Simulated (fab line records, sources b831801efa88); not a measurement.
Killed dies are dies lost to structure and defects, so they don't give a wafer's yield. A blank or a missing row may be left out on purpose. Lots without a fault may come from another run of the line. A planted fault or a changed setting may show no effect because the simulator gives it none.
Chamber matching | flow sky130 | SKY_VIA2_ETCH_15 on rie_diel-04: 4 sister chambers
The step etches SiO2 in C4F8/O2/Ar, stops on TiN, target depth 546 nm, time 84 s. 20 wafers are shown with their chamber, then 10 later ones without.

WAFERS WITH THEIR CHAMBER
wafer  | chamber | oes_product_au (a.u.) | chamber_pressure_mTorr (mTorr)
L074.1 | 1       | 0.932                 | 40.05
L074.3 | 0       | 0.939                 | 39.99
L074.5 | 1       | 0.946                 | 39.97
L075.2 | 2       | 0.942                 | 40.01
L075.5 | 3       | 0.936                 | 39.98
L075.6 | 0       | 0.942                 | 40.00
L079.1 | 2       | 0.937                 | 40.00
L079.3 | 0       | 0.936                 | 40.00
L079.4 | 0       | 0.928                 | 39.97
L081.1 | 0       | 0.936                 | 40.03
L081.2 | 2       | 0.940                 | 40.01
L081.5 | 3       | 0.936                 | 40.00
L083.3 | 2       | 0.945                 | 40.00
L083.5 | 1       | 0.930                 | 40.04
L083.6 | 0       | 0.940                 | 40.02
L085.2 | 0       | 0.934                 | 40.05
L085.5 | 0       | 0.942                 | 39.96
L085.6 | 2       | 0.940                 | 39.99
L090.3 | 2       | 0.937                 | 40.05
L090.5 | 0       | 0.937                 | 39.99

SIGNATURES (means of the wafers above)
reading                | chamber 0 | chamber 1 | chamber 2 | chamber 3 | scatter within a chamber
oes_product_au         | 0.93711   | 0.93600   | 0.94017   | 0.93600   | 0.0047
chamber_pressure_mTorr | 40.0011   | 40.0200   | 40.0100   | 39.9900   | 0.0282
Rule: a wafer's distance from a chamber is the root of the sum, over the readings, of the square of ((its reading less the chamber's mean) divided by the reading's scatter). The wafer belongs to the nearest chamber; if the next one is less than 2 further off, it can't be placed. The scatter: the root of (the sum of the squares of (reading less its chamber's mean) over the shown wafers, divided by (wafers less chambers)).

WAFERS WITHOUT THEIR CHAMBER
wafer  | oes_product_au (a.u.) | chamber_pressure_mTorr (mTorr)
L090.6 | 0.945                 | 39.97
L091.3 | 0.934                 | 39.99
L091.4 | 0.940                 | 40.06
L091.6 | 0.945                 | 39.96
L094.1 | 0.941                 | 40.01
L094.3 | 0.935                 | 40.01
L094.4 | 0.939                 | 40.02
L095.1 | 0.939                 | 39.98
L095.3 | 0.942                 | 40.01
L095.5 | 0.941                 | 39.97

WHICH CHAMBER EACH WENT THROUGH
wafer  | from the rows above               | in truth
L090.6 | can't be placed: 2 or 0 or 3 or 1 | 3
L091.3 | can't be placed: 3 or 0 or 1 or 2 | 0
L091.4 | can't be placed: 1 or 2 or 0 or 3 | 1
L091.6 | can't be placed: 2 or 3 or 0 or 1 | 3
L094.1 | can't be placed: 2 or 0 or 1 or 3 | 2
L094.3 | can't be placed: 1 or 0 or 3 or 2 | 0
L094.4 | can't be placed: 2 or 1 or 0 or 3 | 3
L095.1 | can't be placed: 3 or 0 or 2 or 1 | 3
L095.3 | can't be placed: 2 or 0 or 1 or 3 | 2
L095.5 | can't be placed: 3 or 0 or 2 or 1 | 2
Placed correctly: 0 of 10. Can't be placed from these rows: 10 (the true chamber is among the candidates in 10). Placed wrongly: 0.
